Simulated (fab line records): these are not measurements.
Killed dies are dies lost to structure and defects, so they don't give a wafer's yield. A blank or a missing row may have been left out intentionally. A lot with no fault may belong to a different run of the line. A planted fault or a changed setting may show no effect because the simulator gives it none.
Chamber matching ; flow sky130 ; SKY_FIELD_ISO_ETCH_15 on rie_diel-02: 4 sister chambers
The step etches the open film in CHF3/O2, stops on Si, target depth 180 nm, time 72 s. 4 wafers are shown with their chamber, then 8 later ones without.

== WAFERS WITH THEIR CHAMBER ==
wafer;chamber;oes_product_au (a.u.)
L089.1;3;0.941
L089.4;0;0.944
L089.5;1;0.953
L091.1;2;0.959

== WAFERS WITH NO CHAMBER GIVEN ==
wafer;oes_product_au (a.u.)
L091.3;0.948
L091.5;0.954
L093.1;0.957
L093.3;0.955
L093.5;0.954
L096.3;0.952
L096.4;0.948
L096.5;0.956

== CHAMBER TAKEN BY EACH ==
wafer;from the rows above;in truth
L091.3;can't be placed: 0 or 1 or 3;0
L091.5;can't be placed: 1 or 2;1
L093.1;can't be placed: 2 or 1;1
L093.3;can't be placed: 1 or 2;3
L093.5;can't be placed: 1 or 2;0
L096.3;1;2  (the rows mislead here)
L096.4;can't be placed: 0 or 1 or 3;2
L096.5;can't be placed: 1 or 2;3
Correctly placed: 0 of 8. Unplaceable from these rows: 7, with the true chamber sitting among the candidates in 3. Placed wrongly: 1.
How it was worked out, from the rows above alone: a wafer's distance from a chamber is the root of the sum, over the readings, of the square of ((its reading less the chamber's mean) divided by the reading's scatter). If the next closest chamber is less than 2 further off than the closest, the wafer can't be placed; otherwise it belongs to the closest. A chamber's mean is the mean of its shown wafers. The scatter: with one shown wafer a chamber, the root of the mean of the squares of how far each hidden wafer lies from its nearest shown one.
